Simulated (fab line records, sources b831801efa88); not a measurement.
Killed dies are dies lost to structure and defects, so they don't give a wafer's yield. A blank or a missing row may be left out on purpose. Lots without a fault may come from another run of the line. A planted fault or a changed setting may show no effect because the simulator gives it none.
A struck lot beside a sound one | flow sky130 | 17 steps out of a route of 708
Sound: wafers L502.2, L502.3, L502.6. Struck: wafers L513.3, L513.4, L513.6. The cause comes at the end.
At each step with rows: each side's tool, then ch and its chambers, then its first start. Under that, the readings that differ: sound wafers | struck wafers | difference of the means | sigmas: that difference in standard deviations of wafers without a fault.
alike: readings whose means differ by less than 2 such deviations, and words and numbers that are the same on both sides. not compared: withheld readings, readings that some wafer has no value for, bounds like >300 that may hide the same value, and numbers for which the record gives no deviation and whose values overlap.
The two part at a step that has a row with sigmas, a row that says differs or no value, or rows on one side only. Numbers that don't overlap but have no deviation are shown without sigmas and don't part them. A reading that every wafer of one side lacks parts them only if that side has two wafers or more.

SKY_LDD_HVP_TW_MEAS_10:
  sound on film_metro-04, day 22 15:21; struck on film_metro-01, day 26 23:27
  reading    | sound       | struck      | difference | sigmas
  LDD_HVP_TW | 449 451 449 | 459 459 459 | +9         | +3
then, 7 steps without rows for these wafers: SKY_LDD_LDN_DEHYDRATE_00 (time 60 s); SKY_LDD_LDN_HMDS_01 (prime time 60 s); SKY_LDD_LDN_COAT_02 (resist thk 1140 nm); SKY_LDD_LDN_SOFTBAKE_03 (time 60 s); SKY_LDD_LDN_EXPOSE_04 (exposes mask LDNTM, target cd 700 nm); SKY_LDD_LDN_PEB_05; SKY_LDD_LDN_DEVELOP_06 (develop time 60 s).
SKY_LDD_LDN_OVL_MEAS_07:
  sound on overlay-02, day 23 21:32; struck on overlay-02, day 28 03:37
  alike: LDD_LDN_OVL
then, 3 steps without rows for these wafers: SKY_LDD_LDN_IMPLANT_08; SKY_LDD_LDN_IMPLANT_09; SKY_LDD_LDN_IMPLANT_10.
SKY_LDD_LDN_IMPLANT_11:
  sound on implanter-02 ch 0, day 23 22:02; struck on implanter-02 ch 0, day 28 04:27
  reading            | sound                            | struck                       | difference | sigmas
  dose_ions_cm2      | 1.2504e+13 1.2495e+13 1.2515e+13 | 5.06e+12 5.086e+12 5.075e+12 | -7.43e+12  | -99 or more
  faraday_current_uA | 68.8 72.0 68.8                   | 28.8 29.0 28.0               | -41.3      | -34
SKY_LDD_LDN_STRIP_12: strips in O2/N2.
  sound on plasma_asher-03 ch 0,1, day 23 22:10; struck on plasma_asher-01 ch 0,1, day 28 04:35
  alike: chamber_pressure_mTorr, drypump_motor_current_A, oes_product_au, strip_time_to_endpoint_s
  not compared: rf_hours_counter_h
SKY_LDD_LDN_TW_MEAS_13:
  sound on film_metro-02, day 23 22:17; struck on film_metro-03, day 28 04:40
  reading    | sound          | struck         | difference | sigmas
  LDD_LDN_TW | 1476 1473 1478 | 1422 1426 1425 | -51        | -5
then, 1 step without rows for these wafers: SKY_LDD_LDN_CLEAN_14 (cleans in SC1/SC2, time 150 s).
-- the record jumps here: 21 days lie between the struck wafers' starts before and after (it left off in module LDD_LDN and takes up again in module PAD_OPEN, whose first step shown is number 708 of the route) --
SKY_PAD_OPEN_PROBE_99:
  sound on prober-02, day 46 11:16; struck on prober-01, day 49 13:46
  reading                         | sound          | struck         | difference | sigmas
  model.etest.tip_sonos.rs_ohm_sq | 2765 2767 2701 | 2874 2903 2878 | +141       |
  alike: killed_at_M0_to_M3, killed_at_M4_up, killed_at_contacts, killed_at_front_end, killed_at_other, killed_dies, killed_open, killed_short

WHERE THEY PART
First at SKY_LDD_HVP_TW_MEAS_10; last, within this record, at SKY_LDD_LDN_TW_MEAS_13. Later steps at which nothing parts them and some readings are alike: SKY_PAD_OPEN_PROBE_99.

WHY: what the simulator had put in
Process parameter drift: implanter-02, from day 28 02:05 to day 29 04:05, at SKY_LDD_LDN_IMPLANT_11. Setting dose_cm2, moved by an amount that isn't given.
